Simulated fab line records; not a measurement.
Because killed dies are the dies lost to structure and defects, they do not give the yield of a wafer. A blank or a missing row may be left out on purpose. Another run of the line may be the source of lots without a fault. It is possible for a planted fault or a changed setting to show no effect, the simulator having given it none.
fab line records	flow sky130
record: lots: 24	wafers: 72	last-day: 51
route steps=708 shown METAL1@436 METAL2@498 CAPM@537 VIA3@576
lots untouched by any fault: they come from a run of this same line in which no faults occurred
start-h: start of the lot's first displayed wafer, in hours after the record's first day	wait-h: hours elapsed since this lot's preceding step	" repeats the value in the row above	L1.1+2: several wafers, shown together as one row	- no value present, or no start provided	* or withheld: withheld	< > ~ a bound
route shown NAME@n: a module of which the file shows steps, and the number in the route of the first	usual: mean/standard deviation of fault-free wafers	same: alike in all rows	chamber/n: place in a boat	sites: per-site readings	_std_site: standard deviation of those values	_edge_site: mean of outer sites minus mean of inner sites	radius-mm: how far each site lies from the wafer's centre	mask NAME#n: copy n	behind: the most recent tool/chamber to have shaped the wafer	hold: reason for holding the lot/hours on hold/outcome of the hold	device: names the non-switching transistor (n, p or np)	end of line: tests run on the same wafers once the route is complete	for a step that has no rows: nothing shown but its recipe	killed: count of dies lost to structure and defects at first sort (not the wafer's yield)	map: dies across one wafer; x = killed, . = not, _ = none there
set.NAME: the setting that was run; set.NAME@STEP: the one run at that earlier step	model.NAME: the simulator's own value behind a step, which no gauge read
the route's steps for a sample of lots (tables are steps, rows are wafers)
services: a tool's chamber out of use, with start hour (start-h, from the record's first day; less than 0 if before it), hours out, and reason
== steps ==
step: SKY_METAL1_SPUTTER_02
recipe: material: AlCu	target-thk-nm: 250	power-w: 10600	time-s: 13.3	chamber-pressure-pa: 0.4
usual: chamber-pressure-pa: 0.4000/0.00078	throttle-valve-pct: 29.9/0.94
lot.wafer	tool	chamber	start-h	wait-h	chamber-pressure-pa	throttle-valve-pct
L074.1	pvd-sputter-01	-	735.60	0.0	0.4012	31.2
L074.2	"	-	"	"	0.3990	28.8
L074.4	"	-	"	"	0.3989	29.4
L075.1	pvd-sputter-02	-	756.89	0.0	0.4000	28.5
L075.4	"	-	"	"	0.4014	31.3
L075.5	"	-	"	"	0.4022	30.9
L076.1	pvd-sputter-02	-	762.53	0.0	0.4002	31.0
L076.2	"	-	"	"	0.4008	28.8
L076.4	"	-	"	"	0.4014	31.0
L077.3	pvd-sputter-04	-	778.28	0.0	0.4000	29.7
L077.4	"	-	"	"	0.4005	30.9
L077.5	"	-	"	"	0.3993	30.6
L079.1	pvd-sputter-01	-	782.13	0.0	0.3995	29.9
L079.3	"	-	"	"	0.4014	29.5
L079.4	"	-	"	"	0.4007	28.6
L078.3	pvd-sputter-01	-	785.27	0.0	0.3994	29.9
L078.4	"	-	"	"	0.3997	30.9
L078.5	"	-	"	"	0.3994	31.2
L080.2	pvd-sputter-04	-	796.86	0.0	0.4009	30.8
L080.3	"	-	"	"	0.4013	29.3
L080.6	"	-	"	"	0.3998	29.5
L081.3	pvd-sputter-04	-	807.22	0.0	0.3990	31.2
L081.4	"	-	"	"	0.3993	30.7
L081.5	"	-	"	"	0.3997	31.0
L082.2	pvd-sputter-02	-	808.16	0.0	0.3992	28.8
L082.3	"	-	"	"	0.3997	31.0
L082.6	"	-	"	"	0.4004	28.9
L083.2	pvd-sputter-02	-	823.60	0.0	0.3993	28.9
L083.3	"	-	"	"	0.3981	28.7
L083.4	"	-	"	"	0.4016	28.6
L085.1	pvd-sputter-04	-	832.40	0.0	0.3985	31.1
L085.2	"	-	"	"	0.4006	30.5
L085.5	"	-	"	"	0.3996	30.5
L084.3	pvd-sputter-02	-	833.18	0.0	0.3999	31.0
L084.4	"	-	"	"	0.4004	28.6
L084.6	"	-	"	"	0.3995	31.1
L086.1	pvd-sputter-02	-	839.44	0.0	0.4005	28.5
L086.2	"	-	"	"	0.4015	28.4
L086.6	"	-	"	"	0.4003	31.2
L087.1	pvd-sputter-02	-	860.46	0.0	0.3995	31.1
L087.2	"	-	"	"	0.3989	28.7
L087.4	"	-	"	"	0.3999	28.6
L088.3	pvd-sputter-02	-	868.25	0.0	0.4001	28.8
L088.4	"	-	"	"	0.3994	31.2
L088.6	"	-	"	"	0.3991	30.7
L089.1	pvd-sputter-04	-	882.21	0.0	0.3998	30.4
L089.3	"	-	"	"	0.4000	29.5
L089.4	"	-	"	"	0.4005	29.6
L090.2	pvd-sputter-04	-	885.04	0.0	0.4001	29.6
L090.4	"	-	"	"	0.4003	30.4
L090.5	"	-	"	"	0.3986	29.3
L091.1	pvd-sputter-02	-	900.83	0.0	0.4002	28.5
L091.4	"	-	"	"	0.4006	28.8
L091.6	"	-	"	"	0.3984	30.9
L092.1	pvd-sputter-04	-	905.21	0.0	0.4000	30.5
L092.2	"	-	"	"	0.3997	30.9
L092.6	"	-	"	"	0.3991	31.0
L093.1	pvd-sputter-01	-	910.98	0.0	0.4009	30.1
L093.2	"	-	"	"	0.3993	30.9
L093.3	"	-	"	"	0.4000	29.6
L094.2	pvd-sputter-04	-	914.48	0.0	0.4005	29.6
L094.4	"	-	"	"	0.3996	29.5
L094.6	"	-	"	"	0.4002	31.0
L096.1	pvd-sputter-01	-	917.35	0.0	0.3994	28.9
L096.2	"	-	"	"	0.3992	29.6
L096.5	"	-	"	"	0.4005	28.8
L095.4	pvd-sputter-01	-	920.55	0.0	0.4002	31.0
L095.5	"	-	"	"	0.4003	28.7
L095.6	"	-	"	"	0.4005	29.7
L097.2	pvd-sputter-04	-	924.21	0.0	0.3985	29.5
L097.4	"	-	"	"	0.4002	30.9
L097.5	"	-	"	"	0.3999	29.7
step: SKY_METAL2_CD_MEAS_15
recipe: target-cd-nm: 140
usual: cd-nm: 140.4/1.4
lot.wafer	tool	chamber	start-h	wait-h	cd-nm
L074.1	cd-sem-01	-	820.43	-	139.6
L074.2	"	-	"	"	137.3
L074.4	"	-	"	"	138.8
L075.1	cd-sem-01	-	841.38	-	140.5
L075.4	"	-	"	"	139.4
L075.5	"	-	"	"	142.5
L076.1	cd-sem-02	-	845.23	-	142.3
L076.2	"	-	"	"	142.9
L076.4	"	-	"	"	142.0
L077.3	cd-sem-02	-	860.66	-	139.7
L077.4	"	-	"	"	140.1
L077.5	"	-	"	"	140.5
L079.1	cd-sem-02	-	863.78	-	141.7
L079.3	"	-	"	"	141.1
L079.4	"	-	"	"	142.0
L078.3	cd-sem-01	-	868.51	-	142.3
L078.4	"	-	"	"	141.4
L078.5	"	-	"	"	141.1
L080.2	cd-sem-01	-	879.15	-	140.5
L080.3	"	-	"	"	140.7
L080.6	"	-	"	"	139.6
L081.3	cd-sem-01	-	888.96	-	136.0
L081.4	"	-	"	"	138.9
L081.5	"	-	"	"	138.2
L082.2	cd-sem-01	-	891.00	-	139.6
L082.3	"	-	"	"	140.1
L082.6	"	-	"	"	139.2
L083.2	cd-sem-02	-	905.00	-	142.4
L083.3	"	-	"	"	142.4
L083.4	"	-	"	"	142.7
L085.1	cd-sem-01	-	913.58	-	141.3
L085.2	"	-	"	"	139.9
L085.5	"	-	"	"	139.9
L084.3	cd-sem-01	-	915.42	-	141.1
L084.4	"	-	"	"	141.9
L084.6	"	-	"	"	139.5
L086.1	cd-sem-01	-	919.48	-	142.1
L086.2	"	-	"	"	142.5
L086.6	"	-	"	"	140.4
L087.1	cd-sem-01	-	940.33	-	140.7
L087.2	"	-	"	"	142.2
L087.4	"	-	"	"	142.2
L088.3	cd-sem-02	-	948.87	-	139.1
L088.4	"	-	"	"	141.0
L088.6	"	-	"	"	139.8
L089.1	cd-sem-01	-	960.32	-	140.0
L089.3	"	-	"	"	140.4
L089.4	"	-	"	"	140.0
L090.2	cd-sem-01	-	965.00	-	141.2
L090.4	"	-	"	"	140.7
L090.5	"	-	"	"	141.6
L091.1	cd-sem-02	-	979.08	-	140.3
L091.4	"	-	"	"	142.4
L091.6	"	-	"	"	140.6
L092.1	cd-sem-01	-	983.98	-	140.0
L092.2	"	-	"	"	141.3
L092.6	"	-	"	"	138.0
L093.1	cd-sem-01	-	989.78	-	138.9
L093.2	"	-	"	"	140.1
L093.3	"	-	"	"	139.9
L094.2	cd-sem-01	-	992.10	-	139.6
L094.4	"	-	"	"	139.0
L094.6	"	-	"	"	139.8
L096.1	cd-sem-02	-	995.78	-	140.9
L096.2	"	-	"	"	142.4
L096.5	"	-	"	"	140.1
L095.4	cd-sem-01	-	998.44	-	140.4
L095.5	"	-	"	"	139.7
L095.6	"	-	"	"	139.7
L097.2	cd-sem-01	-	1001.54	-	139.0
L097.4	"	-	"	"	140.0
L097.5	"	-	"	"	139.7
step: SKY_METAL2_STRIP_20
recipe: chemistry: O2/N2	power-w: 1400	pressure-mtorr: 1500	platen-temp-c: withheld	o2-flow-sccm: 3000	n2-flow-sccm: 300	overash-fraction: 0.5
usual: drypump-motor-current-A: 5.5/0.54	o2-flow-sccm: 2997/9.1	oes-product-au: 0.342/0.0055	strip-time-to-endpoint-s: 2.68/0.054
lot.wafer	tool	chamber	start-h	wait-h	drypump-motor-current-A	o2-flow-sccm	oes-product-au	rf-hours-counter-h	strip-time-to-endpoint-s
L074.1	plasma-asher-04	0	820.77	0.1	5.2	3002	0.342	37	2.77
L074.2	"	1	"	"	4.9	2999	0.341	37	2.69
L074.4	"	0	"	"	5.2	3008	0.344	-	2.64
L075.1	plasma-asher-04	1	841.72	0.1	4.9	2983	0.337	40	2.77
L075.4	"	0	"	"	5.2	3000	0.346	-	2.76
L075.5	"	1	"	"	4.8	3005	0.343	-	2.74
L076.1	plasma-asher-01	0	845.57	0.1	5.7	3001	0.340	103	2.65
L076.2	"	1	"	"	4.9	2992	0.342	103	2.72
L076.4	"	1	"	"	4.8	2994	0.346	-	2.73
L077.3	plasma-asher-03	1	861.18	0.1	5.8	2996	0.332	-	2.64
L077.4	"	0	"	"	6.3	2983	0.329	-	2.61
L077.5	"	1	"	"	5.8	2998	0.334	-	2.62
L079.1	plasma-asher-03	1	864.12	0.1	5.8	3007	0.331	12	2.55
L079.3	"	1	"	"	5.8	3009	0.341	-	2.58
L079.4	"	0	"	"	6.3	2985	0.343	-	2.68
L078.3	plasma-asher-03	1	868.85	0.1	5.8	3008	0.351	-	2.62
L078.4	"	0	"	"	6.3	3001	0.347	-	2.75
L078.5	"	1	"	"	5.8	3011	0.347	-	2.75
L080.2	plasma-asher-04	1	879.47	0.1	4.9	2985	0.335	43	2.55
L080.3	"	1	"	"	4.9	2997	0.344	-	2.60
L080.6	"	0	"	"	5.2	2997	0.332	-	2.62
L081.3	plasma-asher-03	0	889.30	0.1	6.3	3015	0.352	-	2.75
L081.4	"	1	"	"	5.8	2997	0.352	-	2.74
L081.5	"	0	"	"	6.3	3001	0.348	-	2.79
L082.2	plasma-asher-01	1	891.32	0.1	4.8	3005	0.346	108	2.63
L082.3	"	1	"	"	4.8	2993	0.344	-	2.76
L082.6	"	1	"	"	4.8	2989	0.344	-	2.63
L083.2	plasma-asher-01	1	905.33	0.1	4.8	3000	0.337	110	2.72
L083.3	"	1	"	"	4.8	3009	0.344	-	2.69
L083.4	"	0	"	"	5.7	2988	0.337	-	2.68
L085.1	plasma-asher-03	0	913.92	0.1	6.3	3003	0.336	17	2.72
L085.2	"	1	"	"	5.8	2991	0.340	17	2.70
L085.5	"	0	"	"	6.3	2998	0.341	-	2.69
L084.3	plasma-asher-01	1	915.75	0.1	4.9	3001	0.352	-	2.75
L084.4	"	0	"	"	5.7	3005	0.338	-	2.72
L084.6	"	1	"	"	4.8	3011	0.352	-	2.72
L086.1	plasma-asher-01	0	919.82	0.1	5.7	2991	0.344	111	2.70
L086.2	"	1	"	"	4.8	3009	0.344	111	2.61
L086.6	"	0	"	"	5.7	3003	0.339	-	2.64
L087.1	plasma-asher-04	1	940.85	0.1	4.9	2990	0.340	49	2.63
L087.2	"	0	"	"	5.2	3000	0.334	49	2.65
L087.4	"	1	"	"	4.9	2988	0.341	-	2.65
L088.3	plasma-asher-03	1	949.21	0.1	5.8	2991	0.344	-	2.69
L088.4	"	0	"	"	6.3	3004	0.341	-	2.65
L088.6	"	1	"	"	5.8	2985	0.340	-	2.67
L089.1	plasma-asher-03	0	960.66	0.1	6.3	2995	0.348	21	2.71
L089.3	"	0	"	"	6.3	2998	0.354	-	2.76
L089.4	"	1	"	"	5.8	3004	0.347	-	2.68
L090.2	plasma-asher-04	0	965.33	0.1	5.2	2992	0.349	52	2.76
L090.4	"	0	"	"	5.2	2999	0.347	-	2.77
L090.5	"	0	"	"	5.2	3006	0.333	-	2.69
L091.1	plasma-asher-03	0	979.43	0.1	6.4	2988	0.353	23	2.69
L091.4	"	0	"	"	6.4	3008	0.344	-	2.69
L091.6	"	0	"	"	6.3	2989	0.347	-	2.71
L092.1	plasma-asher-01	0	984.33	0.1	5.7	2990	0.342	117	2.72
L092.2	"	1	"	"	4.8	2987	0.337	117	2.68
L092.6	"	1	"	"	4.8	2991	0.345	-	2.71
L093.1	plasma-asher-03	0	990.13	0.1	6.3	2994	0.338	24	2.69
L093.2	"	1	"	"	5.8	3003	0.347	24	2.63
L093.3	"	0	"	"	6.3	2989	0.333	-	2.62
L094.2	plasma-asher-04	0	992.43	0.1	5.2	3009	0.341	55	2.71
L094.4	"	1	"	"	4.8	2983	0.339	-	2.62
L094.6	"	0	"	"	5.2	2988	0.342	-	2.61
L096.1	plasma-asher-01	0	996.12	0.1	5.7	3001	0.341	119	2.65
L096.2	"	1	"	"	4.9	2994	0.342	119	2.69
L096.5	"	0	"	"	5.7	3006	0.342	-	2.68
L095.4	plasma-asher-01	1	998.75	0.1	4.8	2982	0.346	-	2.63
L095.5	"	1	"	"	4.8	2998	0.349	-	2.72
L095.6	"	0	"	"	5.6	2996	0.336	-	2.62
L097.2	plasma-asher-04	1	1001.86	0.1	4.9	2986	0.351	56	2.71
L097.4	"	0	"	"	5.2	2992	0.330	-	2.59
L097.5	"	1	"	"	4.9	2975	0.345	-	2.68
step: SKY_CAPM_CVD_00
recipe: material: SiO2	target-thk-nm: 15.5	temp-c: 400	time-s: withheld	rf-w: 450
usual: heater-power-w: 678/71
lot.wafer	tool	chamber	start-h	wait-h	heater-power-w
L074.1	pecvd-02	1	850.61	0.0	684
L074.2	"	0	"	"	731
L074.4	"	1	"	"	670
L075.1	pecvd-03	2	871.08	0.0	641
L075.4	"	0	"	"	694
L075.5	"	1	"	"	763
L076.1	pecvd-01	2	874.77	0.0	710
L076.2	"	1	"	"	679
L076.4	"	0	"	"	822
L077.3	pecvd-03	0	889.99	0.0	650
L077.4	"	2	"	"	562
L077.5	"	1	"	"	713
L079.1	pecvd-01	0	893.03	0.0	848
L079.3	"	2	"	"	644
L079.4	"	0	"	"	867
L078.3	pecvd-03	2	897.42	0.0	628
L078.4	"	0	"	"	640
L078.5	"	2	"	"	633
L080.2	pecvd-03	0	907.39	0.0	690
L080.3	"	1	"	"	672
L080.6	"	0	"	"	689
L081.3	pecvd-02	0	917.76	0.0	723
L081.4	"	2	"	"	745
L081.5	"	0	"	"	748
L082.2	pecvd-01	2	919.28	0.0	577
L082.3	"	1	"	"	684
L082.6	"	1	"	"	683
L083.2	pecvd-03	1	933.42	0.0	785
L083.3	"	0	"	"	590
L083.4	"	1	"	"	764
L085.1	pecvd-01	1	942.19	0.0	659
L085.2	"	2	"	"	677
L085.5	"	2	"	"	693
L084.3	pecvd-03	0	943.99	0.0	591
L084.4	"	1	"	"	698
L084.6	"	2	"	"	654
L086.1	pecvd-02	2	947.61	0.0	699
L086.2	"	1	"	"	621
L086.6	"	0	"	"	710
L087.1	pecvd-03	0	968.89	0.0	615
L087.2	"	2	"	"	595
L087.4	"	0	"	"	604
L088.3	pecvd-01	1	976.31	0.0	655
L088.4	"	2	"	"	593
L088.6	"	0	"	"	895
L089.1	pecvd-02	1	987.99	0.0	731
L089.3	"	0	"	"	652
L089.4	"	0	"	"	673
L090.2	pecvd-02	2	992.67	0.0	654
L090.4	"	0	"	"	748
L090.5	"	2	"	"	676
L091.1	pecvd-03	0	1006.01	0.0	604
L091.4	"	2	"	"	646
L091.6	"	2	"	"	647
L092.1	pecvd-01	1	1010.81	0.0	597
L092.2	"	0	"	"	840
L092.6	"	0	"	"	816
L093.1	pecvd-03	0	1016.71	0.0	708
L093.2	"	2	"	"	559
L093.3	"	2	"	"	561
L094.2	pecvd-03	2	1019.06	0.0	677
L094.4	"	2	"	"	667
L094.6	"	2	"	"	688
L096.1	pecvd-03	2	1022.73	0.0	648
L096.2	"	0	"	"	679
L096.5	"	0	"	"	671
L095.4	pecvd-03	0	1025.42	0.0	714
L095.5	"	2	"	"	584
L095.6	"	0	"	"	708
L097.2	pecvd-01	1	1027.58	0.0	594
L097.4	"	1	"	"	582
L097.5	"	2	"	"	594
step: SKY_VIA3_BOW_MEAS_03
recipe: mode: bow
usual: VIA3_BOW: 83/8.8
lot.wafer	tool	chamber	start-h	wait-h	VIA3_BOW[um]
L074.1	film-metro-01	-	904.57	0.2	95
L074.2	"	-	"	"	92
L074.4	"	-	"	"	92
L075.1	film-metro-04	-	926.32	0.2	81
L075.4	"	-	"	"	79
L075.5	"	-	"	"	66
L076.1	film-metro-04	-	927.48	0.2	88
L076.2	"	-	"	"	96
L076.4	"	-	"	"	95
L077.3	film-metro-01	-	942.96	0.2	65
L077.4	"	-	"	"	74
L077.5	"	-	"	"	94
L079.1	film-metro-01	-	945.84	0.2	71
L079.3	"	-	"	"	83
L079.4	"	-	"	"	77
L078.3	film-metro-04	-	951.25	0.2	85
L078.4	"	-	"	"	83
L078.5	"	-	"	"	88
L080.2	film-metro-02	-	959.91	0.2	81
L080.3	"	-	"	"	76
L080.6	"	-	"	"	74
L081.3	film-metro-02	-	970.15	0.3	82
L081.4	"	-	"	"	85
L081.5	"	-	"	"	88
L082.2	film-metro-04	-	971.79	0.2	91
L082.3	"	-	"	"	100
L082.6	"	-	"	"	81
L083.2	film-metro-04	-	985.47	0.2	68
L083.3	"	-	"	"	69
L083.4	"	-	"	"	66
L085.1	film-metro-02	-	993.28	0.1	75
L085.2	"	-	"	"	64
L085.5	"	-	"	"	96
L084.3	film-metro-04	-	995.06	0.2	64
L084.4	"	-	"	"	79
L084.6	"	-	"	"	84
L086.1	film-metro-04	-	999.64	0.1	85
L086.2	"	-	"	"	75
L086.6	"	-	"	"	88
L087.1	film-metro-02	-	1019.51	0.1	90
L087.2	"	-	"	"	86
L087.4	"	-	"	"	90
L088.3	film-metro-04	-	1025.70	0.3	79
L088.4	"	-	"	"	80
L088.6	"	-	"	"	76
L089.1	film-metro-04	-	1037.02	0.1	86
L089.3	"	-	"	"	89
L089.4	"	-	"	"	69
L090.2	film-metro-04	-	1041.56	0.2	70
L090.4	"	-	"	"	90
L090.5	"	-	"	"	64
L091.1	film-metro-01	-	1054.07	0.2	84
L091.4	"	-	"	"	80
L091.6	"	-	"	"	89
L092.1	film-metro-02	-	1058.92	0.2	89
L092.2	"	-	"	"	89
L092.6	"	-	"	"	75
L093.1	film-metro-01	-	1064.81	0.2	68
L093.2	"	-	"	"	87
L093.3	"	-	"	"	77
L094.2	film-metro-02	-	1066.56	0.1	75
L094.4	"	-	"	"	76
L094.6	"	-	"	"	81
L096.1	film-metro-02	-	1070.00	0.1	89
L096.2	"	-	"	"	86
L096.5	"	-	"	"	85
L095.4	film-metro-04	-	1072.77	0.3	82
L095.5	"	-	"	"	74
L095.6	"	-	"	"	82
L097.2	film-metro-02	-	1074.65	0.2	95
L097.4	"	-	"	"	75
L097.5	"	-	"	"	82
step: SKY_VIA3_SPUTTER_20
recipe: material: TiN	target-thk-nm: 20	chamber-pressure-pa: 5	power-w: 4000	time-s: 80
usual: chamber-pressure-pa: 5.002/0.0097	throttle-valve-pct: 30.0/1.1
lot.wafer	tool	chamber	start-h	wait-h	chamber-pressure-pa	throttle-valve-pct
L074.1	pvd-sputter-02	-	930.92	0.0	4.994	31.1
L074.2	"	-	"	"	4.999	31.0
L074.4	"	-	"	"	5.015	28.9
L075.1	pvd-sputter-04	-	952.18	0.0	4.984	30.3
L075.4	"	-	"	"	4.988	29.7
L075.5	"	-	"	"	4.980	29.5
L076.1	pvd-sputter-02	-	952.93	0.0	4.987	28.8
L076.2	"	-	"	"	5.004	31.0
L076.4	"	-	"	"	5.000	31.2
L077.3	pvd-sputter-03	-	968.92	0.0	5.004	28.5
L077.4	"	-	"	"	5.005	29.1
L077.5	"	-	"	"	5.019	28.7
L079.1	pvd-sputter-03	-	971.69	0.0	5.006	31.4
L079.3	"	-	"	"	4.985	28.8
L079.4	"	-	"	"	4.991	29.0
L078.3	pvd-sputter-04	-	976.80	0.0	5.002	29.5
L078.4	"	-	"	"	4.995	29.6
L078.5	"	-	"	"	4.988	30.6
L080.2	pvd-sputter-04	-	986.21	0.0	5.006	30.5
L080.3	"	-	"	"	5.014	29.4
L080.6	"	-	"	"	5.009	30.6
L081.3	pvd-sputter-02	-	995.41	0.0	4.994	29.0
L081.4	"	-	"	"	5.001	30.9
L081.5	"	-	"	"	4.996	30.9
L082.2	pvd-sputter-03	-	996.94	0.0	4.998	28.4
L082.3	"	-	"	"	5.010	31.7
L082.6	"	-	"	"	5.007	28.8
L083.2	pvd-sputter-02	-	1009.66	0.0	4.996	31.2
L083.3	"	-	"	"	5.001	31.2
L083.4	"	-	"	"	5.006	28.5
L085.1	pvd-sputter-04	-	1017.51	0.0	5.005	29.7
L085.2	"	-	"	"	4.977	30.9
L085.5	"	-	"	"	5.006	29.5
L084.3	pvd-sputter-02	-	1019.59	0.0	5.008	30.8
L084.4	"	-	"	"	4.992	28.7
L084.6	"	-	"	"	5.010	28.7
L086.1	pvd-sputter-02	-	1024.48	0.0	4.997	31.1
L086.2	"	-	"	"	5.000	29.0
L086.6	"	-	"	"	5.015	28.8
L087.1	pvd-sputter-02	-	1043.08	0.0	5.000	28.8
L087.2	"	-	"	"	5.009	29.0
L087.4	"	-	"	"	5.009	31.0
L088.3	pvd-sputter-04	-	1048.78	0.0	5.005	29.7
L088.4	"	-	"	"	5.017	29.6
L088.6	"	-	"	"	4.999	29.5
L089.1	pvd-sputter-03	-	1060.33	0.0	4.992	28.4
L089.3	"	-	"	"	5.006	28.9
L089.4	"	-	"	"	4.993	31.8
L090.2	pvd-sputter-03	-	1065.43	0.0	4.994	29.2
L090.4	"	-	"	"	5.027	31.8
L090.5	"	-	"	"	5.019	31.7
L091.1	pvd-sputter-04	-	1076.43	0.0	5.013	30.5
L091.4	"	-	"	"	5.001	29.7
L091.6	"	-	"	"	5.007	30.3
L092.1	pvd-sputter-04	-	1081.49	0.0	5.017	30.6
L092.2	"	-	"	"	4.997	29.6
L092.6	"	-	"	"	5.015	30.9
L093.1	pvd-sputter-03	-	1087.93	0.0	4.991	28.5
L093.2	"	-	"	"	5.022	31.7
L093.3	"	-	"	"	5.006	29.0
L094.2	pvd-sputter-02	-	1088.79	0.0	4.997	28.7
L094.4	"	-	"	"	4.993	31.2
L094.6	"	-	"	"	5.012	28.5
L096.1	pvd-sputter-04	-	1092.47	0.0	5.004	29.9
L096.2	"	-	"	"	4.989	30.5
L096.5	"	-	"	"	4.993	30.9
L095.4	pvd-sputter-02	-	1094.57	0.0	5.008	31.1
L095.5	"	-	"	"	5.000	28.6
L095.6	"	-	"	"	5.002	31.2
L097.2	pvd-sputter-04	-	1096.71	0.0	5.014	31.0
L097.4	"	-	"	"	5.002	30.5
L097.5	"	-	"	"	5.014	31.2
== services ==
tool	chamber	start-h	hours	kind
pecvd-01	0	714.89	9.2	repair
pvd-sputter-03	-	716.17	9.4	repair
plasma-asher-03	-	733.75	9.0	pm
pecvd-03	-	768.98	0.4	repair
pecvd-01	-	799.55	0.6	repair
pecvd-03	-	810.35	1.9	repair
pecvd-01	0	814.24	16.2	repair
pecvd-03	0	822.08	10.9	repair
pvd-sputter-02	-	828.43	2.8	repair
pvd-sputter-02	-	835.56	3.0	repair
pecvd-01	-	847.68	0.5	repair
plasma-asher-04	-	856.49	1.2	repair
pecvd-01	-	856.90	6.0	pm
pvd-sputter-01	-	865.98	2.0	repair
pecvd-01	0	906.92	12.0	repair
pecvd-03	2	928.74	2.3	repair
plasma-asher-04	-	951.47	0.5	repair
pvd-sputter-02	-	965.87	6.6	repair
plasma-asher-04	-	973.11	0.7	repair
pvd-sputter-02	-	987.41	4.3	repair
pecvd-03	-	1047.64	0.6	repair
plasma-asher-01	-	1055.25	9.0	pm
plasma-asher-04	-	1071.79	4.3	pm
pecvd-03	0	1075.76	1.7	repair
== key ==
fault none
